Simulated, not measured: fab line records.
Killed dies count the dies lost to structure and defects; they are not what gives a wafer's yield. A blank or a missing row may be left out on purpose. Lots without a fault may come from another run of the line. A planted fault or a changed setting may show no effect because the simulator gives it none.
A lot that was struck, set against a sound lot :: flow sky130 :: 16 steps out of a route of 708
Sound: these wafers, L238.1, L238.5, L238.6. Wafers L224.1, L224.2, L224.6 were the ones struck. The cause is given at the end.
At each step with rows: each side's tool, then ch and its chambers, then its first start. Under that, the readings that differ: sound wafers :: struck wafers :: difference of the means :: sigmas: that difference in standard deviations of wafers without a fault.
alike: same words and numbers on both sides, and readings whose means sit less than 2 such deviations apart. not compared: any withheld reading, any reading some wafer has no value for, any bound like >300 that may hide the same value, and any number with overlapping values for which the record gives no deviation.
Wherever a step has rows on one side only, a row that says differs or no value, or a row with sigmas, the two part there. Non-overlapping numbers with no deviation appear without sigmas and do not part them. A reading missing from all wafers of one side parts the sides only when that side holds two or more wafers.

first, 8 steps without rows for these wafers: SKY_METAL1_DEHYDRATE_07 (time 60 s); SKY_METAL1_HMDS_08 (prime time 60 s); SKY_METAL1_COAT_09 (resist thk 60 nm); SKY_METAL1_COAT_10 (resist thk 450 nm); SKY_METAL1_SOFTBAKE_11 (time 90 s); SKY_METAL1_EXPOSE_12 (exposes mask MM1, target cd 140 nm); SKY_METAL1_PEB_13; SKY_METAL1_DEVELOP_14 (develop time 60 s).
SKY_METAL1_CD_MEAS_15 targets a cd of 140 nm.
  sound on cd sem-01 at day 39 12:06; struck on cd sem-02 at day 35 11:18
  alike: cd nm
SKY_METAL1_OVL_MEAS_16:
  sound on overlay-01 at day 39 12:13; struck on overlay-02 at day 35 11:25
  alike: METAL1_OVL
SKY_METAL1_DESCUM_17: chemistry O2, time 8 s.
  sound on rie metal-04 ch 0,1, day 39 12:16; struck on rie metal-03 ch 0,1, day 35 11:28
  alike: drypump motor current A, oes product au
  not compared: rf hours counter h
SKY_METAL1_ETCH_18: etches BARC in N2/H2, stops on SiO2, time 45.9 s, target depth 60 nm.
  sound on rie metal-04 ch 0,1, day 39 12:17; struck on rie metal-03 ch 0,1, day 35 11:29
  alike: bias w, chamber pressure mTorr, drypump motor current A, h2 flow sccm, oes product au, throttle valve pct
  not compared: rf hours counter h
SKY_METAL1_METAL_ETCH_19: etches the open film in Cl2/BCl3, stops on SiO2, target depth 360 nm, time 78 s.
  sound on rie metal-04 ch 0,1, day 39 12:21; struck on rie metal-03 ch 0,1, day 35 11:33
  no value came back on the struck wafers for any of 7 readings (bcl3 flow sccm (sccm), bias w (W) and others); on the sound wafers bcl3 flow sccm (sccm) reads 29.82 29.95 30.01
reading: model.KrF-thick_of_METAL1_COAT_10.thk nm (nm)
sound: 164.1 160.1 161.2
struck: 392.5 393.8 392.9
difference: +231.3
sigmas: 

reading: model.SiO2_of_CONTACT_HDPCVD_02.thk nm (nm)
sound: 325.9 325.5 327.3
struck: 335.2 337.1 337.2
difference: +10.3
sigmas: 
  not compared: rf hours counter h
SKY_METAL1_STRIP_20: strips in O2/N2.
  sound on plasma asher-01 ch 0,1, day 39 12:26; struck on plasma asher-01 ch 0,1, day 35 11:38
reading: oes product au (a.u.)
sound: 0.345 0.338 0.342
struck: 0.446 0.448 0.440
difference: +0.103
sigmas: +22

reading: strip time to endpoint s (s)
sound: 2.75 2.71 2.73
struck: 5.20 5.21 5.19
difference: +2.47
sigmas: +69
  alike: drypump motor current A
  not compared: rf hours counter h
then, 1 step without rows for these wafers: SKY_METAL1_STRIP_21 (strips in post etch residue remover, time 1200 s).
-- the record jumps here: 12 days lie between the struck wafers' starts before and after (it left off in module METAL1 and takes up again in module PAD_OPEN, whose first step shown is number 708 of the route) --
SKY_PAD_OPEN_PROBE_99:
  sound on prober-02 at day 50 16:48; struck on prober-02 at day 47 20:03
reading: defect limited yield (%)
sound: 84.3 81.5 82.9
struck: 0 0 0
difference: -83
sigmas: -44

reading: killed_at_M0_to_M3
sound: 42 42 42
struck: 456 449 461
difference: +413
sigmas: +60

reading: killed dies
sound: 77 91 84
struck: 492 492 492
difference: +408
sigmas: +43

reading: killed on rim
sound: 16 23 18
struck: 96 96 96
difference: +77
sigmas: +21

reading: sort_bin_5_function (%)
sound: 8.3 11.8 9.8
struck: 93.5 92.1 92.9
difference: +82.9
sigmas: +52

reading: sort n pass
sound: 415 401 408
struck: 0 0 0
difference: -408
sigmas: -43

reading: sort yield pct (%)
sound: 84.3 81.5 82.9
struck: 0 0 0
difference: -83
sigmas: -44
  alike: killed_at_M4_up, killed at contacts, killed at front end, killed at other, killed open, killed short, sort_bin_3_pad_short, sort_bin_6_memory

== WHERE THEY PART ==
At SKY_METAL1_METAL_ETCH_19 first; at SKY_PAD_OPEN_PROBE_99 last (within this record only).

WHY: what the simulator had put in
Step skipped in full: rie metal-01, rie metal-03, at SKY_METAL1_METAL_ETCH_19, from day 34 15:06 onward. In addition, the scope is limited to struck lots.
